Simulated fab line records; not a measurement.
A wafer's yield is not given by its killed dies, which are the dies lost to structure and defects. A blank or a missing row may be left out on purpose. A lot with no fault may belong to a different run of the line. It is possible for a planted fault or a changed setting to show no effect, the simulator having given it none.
fab line records + flow sky130
[record]
- lots = 6
- wafers = 18
- last_day = 50
route steps=708 shown VIA2@509 PAD_OPEN@708
lots with no fault: from the same line, run without faults
start_h: start of the lot's first displayed wafer, in hours after the record's first day + wait_h: hours from the lot's prior step to this one + " repeats the value in the row above + L1.1+2: a single row standing in for several wafers + - no value present, or no start provided + * or withheld: withheld + < > ~ a bound
route shown NAME@n: a module of which the file shows steps, and the number in the route of the first + usual: mean/standard deviation of fault-free wafers + same: alike in all rows + chamber/n: place in a boat + sites: readings site by site + _std_site: how widely they spread, as a standard deviation + _edge_site: the outer-site mean with the inner-site mean subtracted + radius_mm: how far each site lies from the wafer's centre + mask NAME#n: copy n + behind: the last tool/chamber to shape the wafer + hold: reason for holding the lot/hours on hold/outcome of the hold + device: names the non-switching transistor (n, p or np) + end of line: tests run on the same wafers once the route is complete + for a step that has no rows: nothing shown but its recipe + killed: dies lost to structure and defects at the first sort, not the wafer's yield + map: per-die view of a wafer (x killed, . not killed, _ where there is no die)
set.NAME: the setting as run; set.NAME@STEP: as run at that earlier step + model.NAME: the simulator's own value behind a step, which no gauge read
lots at selected steps of the route; one table per step, one row per wafer
services: from which hour (start_h, from the record's first day; less than 0 if before it) a tool's chamber was out of use, for how many hours, and why
[[steps]]
[step SKY_VIA2_CMP_02]
[recipe]
- material = SiO2
- down_force_psi = 4
- platen_rpm = 60
- pad_velocity_m_s = 0.94248
[usual]
- motor_current_A = 12.2/1.2
| lot.wafer | tool   | chamber | start_h | wait_h | motor_current_A |
|-----------|--------|---------|---------|--------|-----------------|
| L371.2    | cmp-01 | 1       | 831.16  | 0.1    | 11.3            |
| L371.4    | "      | 2       | "       | "      | 12.5            |
| L371.6    | "      | 1       | "       | "      | 12.1            |
| L376.1    | cmp-01 | 2       | 892.79  | 0.1    | 12.0            |
| L376.2    | "      | 0       | "       | "      | 11.6            |
| L376.6    | "      | 1       | "       | "      | 12.3            |
| L383.1    | cmp-01 | 1       | 948.27  | 0.1    | 10.8            |
| L383.4    | "      | 2       | "       | "      | 11.9            |
| L383.3    | "      | 3       | "       | "      | 12.5            |
| L384.3    | cmp-02 | 1       | 951.96  | 0.5    | 9.0             |
| L384.4    | "      | 0       | "       | "      | 13.0            |
| L384.5    | "      | 2       | "       | "      | 13.4            |
| L387.4    | cmp-01 | 3       | 968.27  | 0.0    | 12.8            |
| L387.1    | "      | 0       | "       | "      | 11.4            |
| L387.6    | "      | 0       | "       | "      | 11.9            |
| L393.2    | cmp-02 | 1       | 990.18  | 0.1    | 10.2            |
| L393.3    | "      | 3       | "       | "      | 12.3            |
| L393.6    | "      | 1       | "       | "      | 9.4             |
[step SKY_VIA2_BOW_MEAS_03]
[recipe]
- mode = bow
[usual]
- VIA2_BOW = 86/7
| lot.wafer | tool          | chamber | start_h | wait_h | VIA2_BOW[um] |
|-----------|---------------|---------|---------|--------|--------------|
| L371.2    | film_metro-03 | -       | 831.43  | 0.2    | 82           |
| L371.4    | "             | -       | "       | "      | 85           |
| L371.6    | "             | -       | "       | "      | 85           |
| L376.1    | film_metro-01 | -       | 893.04  | 0.2    | 86           |
| L376.2    | "             | -       | "       | "      | 72           |
| L376.6    | "             | -       | "       | "      | 80           |
| L383.1    | film_metro-03 | -       | 948.52  | 0.2    | 88           |
| L383.3    | "             | -       | "       | "      | 81           |
| L383.4    | "             | -       | "       | "      | 72           |
| L384.3    | film_metro-04 | -       | 952.30  | 0.3    | 95           |
| L384.4    | "             | -       | "       | "      | 92           |
| L384.5    | "             | -       | "       | "      | 93           |
| L387.1    | film_metro-03 | -       | 968.57  | 0.2    | 85           |
| L387.4    | "             | -       | "       | "      | 87           |
| L387.6    | "             | -       | "       | "      | 89           |
| L393.2    | film_metro-04 | -       | 990.45  | 0.2    | 96           |
| L393.3    | "             | -       | "       | "      | 83           |
| L393.6    | "             | -       | "       | "      | 86           |
[step SKY_VIA2_DEHYDRATE_04]
[recipe]
- temp_c = 200
- time_s = 60
[step SKY_VIA2_HMDS_05]
[recipe]
- prime_time_s = 60
- prime_temp_c = 120
[step SKY_VIA2_COAT_06]
[recipe]
- resist = BARC
- temp_c = withheld
- time_s = withheld
- spin_rpm = 3000
- resist_thk_nm = 60
[step SKY_VIA2_COAT_07]
[recipe]
- resist = KrF-thick
- spin_rpm = 3000
- resist_thk_nm = 444.8
[step SKY_VIA2_SOFTBAKE_08]
[recipe]
- temp_c = 100
- time_s = 90
- resist = KrF-thick
[step SKY_VIA2_EXPOSE_09]
[recipe]
- mask_id = VIM2
- na = 0.8
- source_shape = annular
- sigma_inner = 0.55
- sigma_outer = 0.85
- target_cd_nm = 200
- dose_mj = 38
[step SKY_VIA2_PEB_10]
[recipe]
- peb_temp_c = withheld
- peb_time_s = withheld
- resist = KrF-thick
[step SKY_VIA2_DEVELOP_11]
[recipe]
- develop_time_s = 60
- resist = KrF-thick
- dev_temp_c = 21
[step SKY_VIA2_CD_MEAS_12]
[recipe]
- target_cd_nm = 200
[usual]
- cd_nm = 200.1/1.5
| lot.wafer | tool      | chamber | start_h | wait_h | cd_nm |
|-----------|-----------|---------|---------|--------|-------|
| L371.2    | cd_sem-01 | -       | 858.14  | -      | 200.2 |
| L371.4    | "         | -       | "       | "      | 198.9 |
| L371.6    | "         | -       | "       | "      | 198.5 |
| L376.1    | cd_sem-01 | -       | 918.78  | -      | 200.2 |
| L376.2    | "         | -       | "       | "      | 199.4 |
| L376.6    | "         | -       | "       | "      | 199.8 |
| L383.1    | cd_sem-01 | -       | 972.81  | -      | 199.3 |
| L383.3    | "         | -       | "       | "      | 198.6 |
| L383.4    | "         | -       | "       | "      | 197.2 |
| L384.3    | cd_sem-02 | -       | 975.61  | -      | 201.1 |
| L384.4    | "         | -       | "       | "      | 200.7 |
| L384.5    | "         | -       | "       | "      | 201.5 |
| L387.1    | cd_sem-01 | -       | 991.86  | -      | 200.3 |
| L387.4    | "         | -       | "       | "      | 200.4 |
| L387.6    | "         | -       | "       | "      | 200.3 |
| L393.2    | cd_sem-01 | -       | 1013.78 | -      | 201.6 |
| L393.3    | "         | -       | "       | "      | 201.6 |
| L393.6    | "         | -       | "       | "      | 202.6 |
[step SKY_VIA2_OVL_MEAS_13]
[usual]
- VIA2_OVL = -2/5.2
| lot.wafer | tool       | chamber | start_h | wait_h | VIA2_OVL[nm] |
|-----------|------------|---------|---------|--------|--------------|
| L371.2    | overlay-02 | -       | 858.25  | 0.1    | -3           |
| L371.4    | "          | -       | "       | "      | -5           |
| L371.6    | "          | -       | "       | "      | -2           |
| L376.1    | overlay-02 | -       | 918.90  | 0.1    | 0            |
| L376.2    | "          | -       | "       | "      | -5           |
| L376.6    | "          | -       | "       | "      | -3           |
| L383.1    | overlay-01 | -       | 972.93  | 0.1    | -11          |
| L383.3    | "          | -       | "       | "      | -10          |
| L383.4    | "          | -       | "       | "      | -5           |
| L384.3    | overlay-01 | -       | 975.70  | 0.1    | 5            |
| L384.4    | "          | -       | "       | "      | -4           |
| L384.5    | "          | -       | "       | "      | 0            |
| L387.1    | overlay-02 | -       | 991.98  | 0.1    | -7           |
| L387.4    | "          | -       | "       | "      | -6           |
| L387.6    | "          | -       | "       | "      | -10          |
| L393.2    | overlay-01 | -       | 1013.89 | 0.1    | -1           |
| L393.3    | "          | -       | "       | "      | 4            |
| L393.6    | "          | -       | "       | "      | 4            |
[step SKY_VIA2_ETCH_14]
[recipe]
- chemistry = N2/H2
- target = BARC
- ion_energy_ev = 200
- source_w = 500
- bias_w = 100
- pressure_mtorr = 30
- n2_flow_sccm = 100
- h2_flow_sccm = 200
- stop_on = SiO2
- time_s = 45.9
- target_depth_a = 600
[usual]
- drypump_motor_current_A = 5.7/0.41
- oes_product_au = 0.854/0.0048
- throttle_valve_pct = 13.225/0.0089
| lot.wafer | tool        | chamber | start_h | wait_h | drypump_motor_current_A | oes_product_au | rf_hours_counter_h | throttle_valve_pct | model.KrF-thick_of_VIA2_COAT_07.thk_nm |
|-----------|-------------|---------|---------|--------|-------------------------|----------------|--------------------|--------------------|----------------------------------------|
| L371.2    | rie_diel-02 | 3       | 858.28  | 0.0    | 6.2                     | 0.859          | 17                 | 13.234             | 388.9                                  |
| L371.4    | "           | 0       | "       | "      | 5.3                     | 0.863          | 2                  | 13.226             | 387.1                                  |
| L371.6    | "           | 1       | "       | "      | 6.2                     | 0.849          | -                  | 13.209             | 386.7                                  |
| L376.1    | rie_diel-04 | 1       | 918.94  | 0.0    | 5.6                     | 0.852          | 9                  | 13.232             | 387                                    |
| L376.2    | "           | 2       | "       | "      | 5.3                     | 0.851          | 9                  | 13.235             | 387.2                                  |
| L376.6    | "           | 2       | "       | "      | 5.3                     | 0.858          | -                  | 13.239             | 387.4                                  |
| L383.1    | rie_diel-04 | 2       | 972.97  | 0.0    | 5.3                     | 0.853          | 11                 | 13.224             | 388.6                                  |
| L383.3    | "           | 1       | "       | "      | 5.6                     | 0.854          | 10                 | 13.227             | 387.3                                  |
| L383.4    | "           | 0       | "       | "      | 6.5                     | 0.853          | 22                 | 13.222             | 385.6                                  |
| L384.3    | rie_diel-02 | 3       | 975.73  | 0.0    | 6.2                     | 0.855          | 21                 | 13.223             | 386                                    |
| L384.4    | "           | 2       | "       | "      | 6.1                     | 0.851          | 14                 | 13.212             | 388                                    |
| L384.5    | "           | 0       | "       | "      | 5.4                     | 0.861          | -                  | 13.239             | 387.1                                  |
| L387.1    | rie_diel-04 | 3       | 992.02  | 0.0    | 5.7                     | 0.853          | 13                 | 13.230             | 389.6                                  |
| L387.4    | "           | 0       | "       | "      | 6.5                     | 0.854          | 23                 | 13.217             | 388.1                                  |
| L387.6    | "           | 2       | "       | "      | 5.3                     | 0.852          | -                  | 13.230             | 392.3                                  |
| L393.2    | rie_diel-03 | 1       | 1013.92 | 0.0    | 5.1                     | 0.848          | 19                 | 13.218             | 388.5                                  |
| L393.3    | "           | 0       | "       | "      | 5.2                     | 0.859          | 14                 | 13.240             | 386.9                                  |
| L393.6    | "           | 1       | "       | "      | 5.1                     | 0.853          | -                  | 13.229             | 386.4                                  |
[step SKY_VIA2_ETCH_15]
[recipe]
- target = SiO2
- chemistry = C4F8/O2/Ar
- target_depth_nm = 546
- stop_on = TiN
- mask_material = KrF-thick
- source_w = 1500
- bias_w = 1200
- pressure_mtorr = 40
- c4f8_flow_sccm = withheld
- O2_flow_sccm = 6
- Ar_flow_sccm = 300
- time_s = 84
[usual]
- oes_product_au = 0.940/0.0051
| lot.wafer | tool        | chamber | start_h | wait_h | oes_product_au | rf_hours_counter_h |
|-----------|-------------|---------|---------|--------|----------------|--------------------|
| L371.2    | rie_diel-02 | 3       | 858.32  | 0.0    | 0.930          | 18                 |
| L371.4    | "           | 0       | "       | "      | 0.933          | 2                  |
| L371.6    | "           | 1       | "       | "      | 0.929          | -                  |
| L376.1    | rie_diel-04 | 1       | 918.98  | 0.0    | 0.940          | 9                  |
| L376.2    | "           | 2       | "       | "      | 0.940          | 9                  |
| L376.6    | "           | 2       | "       | "      | 0.937          | -                  |
| L383.1    | rie_diel-04 | 2       | 973.01  | 0.0    | 0.942          | 11                 |
| L383.3    | "           | 1       | "       | "      | 0.943          | 10                 |
| L383.4    | "           | 0       | "       | "      | 0.940          | 22                 |
| L384.3    | rie_diel-02 | 3       | 975.77  | 0.0    | 0.938          | 21                 |
| L384.4    | "           | 2       | "       | "      | 0.932          | 14                 |
| L384.5    | "           | 0       | "       | "      | 0.933          | -                  |
| L387.1    | rie_diel-04 | 3       | 992.06  | 0.0    | 0.942          | 13                 |
| L387.4    | "           | 0       | "       | "      | 0.945          | 23                 |
| L387.6    | "           | 2       | "       | "      | 0.943          | -                  |
| L393.2    | rie_diel-03 | 1       | 1013.96 | 0.0    | 0.938          | 19                 |
| L393.3    | "           | 0       | "       | "      | 0.943          | 14                 |
| L393.6    | "           | 1       | "       | "      | 0.932          | -                  |
[step SKY_PAD_OPEN_PROBE_99]
[usual]
- defect_limited_yield = 82.1/1.8
- killed_at_M0_to_M3 = 44/6.2
- killed_at_M4_up = 3.3/1.8
- killed_at_contacts = 25/5.8
- killed_at_front_end = 15/4
- killed_at_other = 0.3/0.49
- killed_dies = 88/8.8
- killed_open = 48/6.5
- killed_short = 39/6.3
- sort_bin_3_pad_short = 0.9/0.41
- sort_bin_5_function = 10.6/1.4
- sort_bin_6_memory = 6.4/1.1
- sort_n_pass = 404/8.8
- sort_yield_pct = 82.1/1.8
[same]
- gross_dies = 492
- killed_at_back_side = 0
- sort_bin_4_leakage[%] = 0
- sort_bin_8_speed[%] = 0
| lot.wafer | tool      | chamber | start_h | wait_h | defect_limited_yield[%] | killed_at_M0_to_M3 | killed_at_M4_up | killed_at_contacts | killed_at_front_end | killed_at_other | killed_dies | killed_open | killed_short | sort_bin_3_pad_short[%] | sort_bin_5_function[%] | sort_bin_6_memory[%] | sort_n_pass | sort_yield_pct[%] |
|-----------|-----------|---------|---------|--------|-------------------------|--------------------|-----------------|--------------------|---------------------|-----------------|-------------|-------------|--------------|-------------------------|------------------------|----------------------|-------------|-------------------|
| L376.1    | prober-02 | -       | 1134.36 | 0.1    | 81.3                    | 42                 | 5               | 29                 | 16                  | 0               | 92          | 48          | 44           | 1.8                     | 11.0                   | 5.9                  | 400         | 81.3              |
| L376.2    | prober-02 | -       | 1134.41 | 0.1    | 85.0                    | 44                 | 3               | 21                 | 5                   | 1               | 74          | 37          | 37           | 1.0                     | 9.3                    | 4.7                  | 418         | 85.0              |
| L376.6    | prober-02 | -       | 1134.61 | 0.2    | 82.1                    | 32                 | 3               | 33                 | 20                  | 0               | 88          | 53          | 35           | 0.8                     | 10.2                   | 6.9                  | 404         | 82.1              |
| L383.1    | prober-02 | -       | 1176.36 | 0.1    | 81.7                    | 39                 | 6               | 22                 | 23                  | 0               | 90          | 50          | 37           | 0.8                     | 11.8                   | 5.7                  | 402         | 81.7              |
| L383.3    | prober-02 | -       | 1176.46 | 0.2    | 83.3                    | 33                 | 6               | 32                 | 11                  | 0               | 82          | 45          | 37           | 0.4                     | 10.0                   | 6.3                  | 410         | 83.3              |
| L383.4    | prober-02 | -       | 1176.51 | 0.2    | 83.1                    | 37                 | 5               | 31                 | 10                  | 0               | 83          | 46          | 36           | 0.8                     | 10.2                   | 5.9                  | 409         | 83.1              |
| L384.3    | prober-01 | -       | 1177.23 | 0.2    | 81.7                    | 37                 | 7               | 31                 | 14                  | 1               | 90          | 55          | 35           | 0.2                     | 12.0                   | 6.1                  | 402         | 81.7              |
| L384.4    | prober-01 | -       | 1177.28 | 0.2    | 82.9                    | 43                 | 3               | 20                 | 18                  | 0               | 84          | 52          | 32           | 1.0                     | 8.1                    | 7.9                  | 408         | 82.9              |
| L384.5    | prober-01 | -       | 1177.33 | 0.2    | 81.9                    | 43                 | 5               | 26                 | 15                  | 0               | 89          | 41          | 48           | 1.6                     | 10.0                   | 6.5                  | 403         | 81.9              |
| L387.1    | prober-01 | -       | 1190.25 | 0.1    | 83.5                    | 44                 | 0               | 20                 | 17                  | 0               | 81          | 42          | 39           | 1.0                     | 10.8                   | 4.7                  | 411         | 83.5              |
| L387.4    | prober-01 | -       | 1190.40 | 0.2    | 81.9                    | 60                 | 3               | 16                 | 10                  | 0               | 89          | 48          | 41           | 0.6                     | 11.2                   | 6.3                  | 403         | 81.9              |
| L387.6    | prober-01 | -       | 1190.50 | 0.2    | 80.5                    | 58                 | 2               | 25                 | 11                  | 0               | 96          | 58          | 38           | 0.8                     | 12.6                   | 6.1                  | 396         | 80.5              |
| L393.2    | prober-02 | -       | 1204.32 | 0.1    | 79.3                    | 51                 | 7               | 27                 | 17                  | 0               | 102         | 58          | 42           | 1.2                     | 12.4                   | 7.1                  | 390         | 79.3              |
| L393.3    | prober-02 | -       | 1204.37 | 0.2    | 79.3                    | 46                 | 2               | 38                 | 16                  | 0               | 102         | 54          | 47           | 1.8                     | 11.8                   | 7.1                  | 390         | 79.3              |
| L393.6    | prober-02 | -       | 1204.52 | 0.2    | 82.9                    | 39                 | 2               | 31                 | 12                  | 0               | 84          | 48          | 34           | 1.4                     | 9.3                    | 6.3                  | 408         | 82.9              |
// killed by level:class
L376.1 CONTACT:geometric_particle:open=12 VIA1:geometric_particle:open=8 CONTACT:geometric_particle:short=7 METAL1:geometric_particle:short=7 METAL2:geometric_particle:short=7 FIELD_ISO:geometric_particle:short=6 LOCAL_INTERCONNECT:geometric_particle:short=5 VIA2:geometric_particle:open=5
L376.2 VIA1:geometric_particle:open=11 LI_CONTACT:geometric_particle:open=8 METAL1:geometric_particle:short=7 LOCAL_INTERCONNECT:geometric_particle:short=6 VIA1:geometric_particle:short=5 CONTACT:geometric_particle:open=5 VIA3:geometric_particle:short=5 METAL2:geometric_particle:short=4
L376.6 CONTACT:geometric_particle:open=12 VIA1:geometric_particle:open=11 LI_CONTACT:geometric_particle:open=9 LOCAL_INTERCONNECT:geometric_particle:short=7 FIELD_ISO:geometric_particle:short=6 FIELD_ISO:geometric_particle:open=3 POLY_GATE:geometric_particle:short=3 CONTACT:geometric_particle:short=3
L383.1 VIA3:geometric_particle:open=8 VIA2:geometric_particle:open=7 CONTACT:geometric_particle:open=7 CONTACT:geometric_particle:short=6 LI_CONTACT:geometric_particle:open=5 METAL1:geometric_particle:short=5 VIA1:geometric_particle:open=5 VIA1:geometric_particle:short=4
L383.3 CONTACT:geometric_particle:open=11 LI_CONTACT:geometric_particle:open=8 VIA1:geometric_particle:open=7 METAL1:geometric_particle:short=6 VIA2:geometric_particle:open=6 POLY_GATE:geometric_particle:short=5 METAL4:geometric_particle:short=5 CONTACT:geometric_particle:short=5
L383.4 CONTACT:geometric_particle:open=12 LI_CONTACT:geometric_particle:open=9 VIA1:geometric_particle:open=9 METAL1:geometric_particle:short=8 VIA2:geometric_particle:short=6 LOCAL_INTERCONNECT:geometric_particle:short=5 VIA3:geometric_particle:open=5 POLY_GATE:geometric_particle:short=4
L384.3 CONTACT:geometric_particle:open=14 METAL1:geometric_particle:short=6 METAL2:geometric_particle:short=6 VIA3:geometric_particle:open=5 POLY_GATE:geometric_particle:open=5 LI_CONTACT:geometric_particle:open=5 LOCAL_INTERCONNECT:geometric_particle:short=5 VIA1:geometric_particle:open=5
L384.4 VIA1:geometric_particle:open=15 POLY_GATE:geometric_particle:open=7 CONTACT:geometric_particle:open=7 METAL2:geometric_particle:short=7 CONTACT:geometric_particle:short=6 FIELD_ISO:geometric_particle:open=5 VIA3:geometric_particle:open=4 LI_CONTACT:geometric_particle:open=3
L384.5 VIA1:geometric_particle:open=10 CONTACT:geometric_particle:open=8 METAL2:geometric_particle:short=7 LI_CONTACT:geometric_particle:open=6 LOCAL_INTERCONNECT:geometric_particle:short=6 POLY_GATE:geometric_particle:open=5 METAL4:geometric_particle:short=5 FIELD_ISO:geometric_particle:open=4
L387.1 VIA1:geometric_particle:open=10 CONTACT:geometric_particle:open=9 METAL1:geometric_particle:short=9 FIELD_ISO:geometric_particle:short=6 FIELD_ISO:geometric_particle:open=5 VIA3:geometric_particle:short=5 POLY_GATE:geometric_particle:open=4 VIA1:geometric_particle:short=4
L387.4 VIA1:geometric_particle:open=15 VIA3:geometric_particle:open=9 METAL1:geometric_particle:short=7 VIA2:geometric_particle:open=7 CONTACT:geometric_particle:open=5 METAL2:geometric_particle:short=5 LI_CONTACT:geometric_particle:short=4 VIA1:geometric_particle:short=4
L387.6 VIA1:geometric_particle:open=18 CONTACT:geometric_particle:open=9 LI_CONTACT:geometric_particle:open=8 METAL1:geometric_particle:short=8 VIA3:geometric_particle:open=8 VIA1:geometric_particle:short=6 VIA2:geometric_particle:short=5 VIA2:geometric_particle:open=4
L393.2 VIA1:geometric_particle:open=12 VIA2:geometric_particle:open=12 CONTACT:geometric_particle:open=11 METAL1:geometric_particle:short=7 METAL4:geometric_particle:short=6 POLY_GATE:geometric_particle:open=6 VIA3:geometric_particle:open=6 LI_CONTACT:geometric_particle:open=5
L393.3 CONTACT:geometric_particle:open=17 VIA1:geometric_particle:open=10 VIA1:geometric_particle:short=8 METAL2:geometric_particle:short=7 POLY_GATE:geometric_particle:open=6 CONTACT:geometric_particle:short=6 LI_CONTACT:geometric_particle:short=6 LI_CONTACT:geometric_particle:open=6
L393.6 VIA1:geometric_particle:open=11 CONTACT:geometric_particle:open=10 LI_CONTACT:geometric_particle:open=9 VIA1:geometric_particle:short=9 VIA2:geometric_particle:open=6 CONTACT:geometric_particle:short=6 POLY_GATE:geometric_particle:short=4 VIA3:geometric_particle:open=4
[[services]]
| tool        | chamber | start_h | hours | kind   |
|-------------|---------|---------|-------|--------|
| rie_diel-04 | 0       | 808.99  | 5.2   | repair |
| rie_diel-03 | 1       | 810.45  | 9.2   | repair |
| rie_diel-04 | 0       | 819.92  | 6.6   | repair |
| cmp-02      | -       | 845.36  | 4.0   | pm     |
| rie_diel-03 | 3       | 846.95  | 3.4   | repair |
| cmp-01      | -       | 864.84  | 4.7   | pm     |
| rie_diel-04 | 2       | 877.25  | 8.9   | repair |
| rie_diel-04 | -       | 905.33  | 0.2   | repair |
| cmp-02      | -       | 912.00  | 4.0   | pm     |
| cmp-02      | -       | 914.44  | 0.7   | repair |
| cmp-02      | -       | 917.88  | 1.2   | repair |
| rie_diel-02 | -       | 917.93  | 14.6  | pm     |
| rie_diel-04 | 3       | 918.77  | 2.8   | repair |
| rie_diel-03 | 0       | 930.60  | 1.7   | repair |
| cmp-01      | -       | 935.19  | 0.8   | repair |
| rie_diel-02 | -       | 938.85  | 0.2   | repair |
| rie_diel-03 | 1       | 945.73  | 10.0  | repair |
| cmp-02      | -       | 954.66  | 7.7   | pm     |
| rie_diel-04 | 2       | 979.01  | 5.4   | repair |
| rie_diel-04 | 2       | 1004.03 | 2.5   | repair |
| rie_diel-02 | 2       | 1007.17 | 10.1  | repair |
| cmp-01      | -       | 1008.04 | 2.3   | repair |
| rie_diel-04 | 1       | 1012.61 | 4.4   | repair |
| rie_diel-02 | 1       | 1012.88 | 3.3   | repair |
[[key]]
first_sign none at tools or gauges
[model_effect]
- step = SKY_VIA2_ETCH_14
- value = KrF-thick_of_VIA2_COAT_07.thk_nm
- without = 388.2
- struck = 390.5
met_at SKY_VIA2_ETCH_14
struck_wafers L383.1,L387.6
onset_between 918.94 972.97
[fault]
- kind = process_parameter_drift
- tool = rie_diel-04
- chamber = 2
- onset_h = 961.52
- steps = SKY_VIA2_ETCH_14
- channel = ion_energy_ev
- offset = -32
- shape = step
- end_h = 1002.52
- acts_in = these_recipes_only
- stated = 200
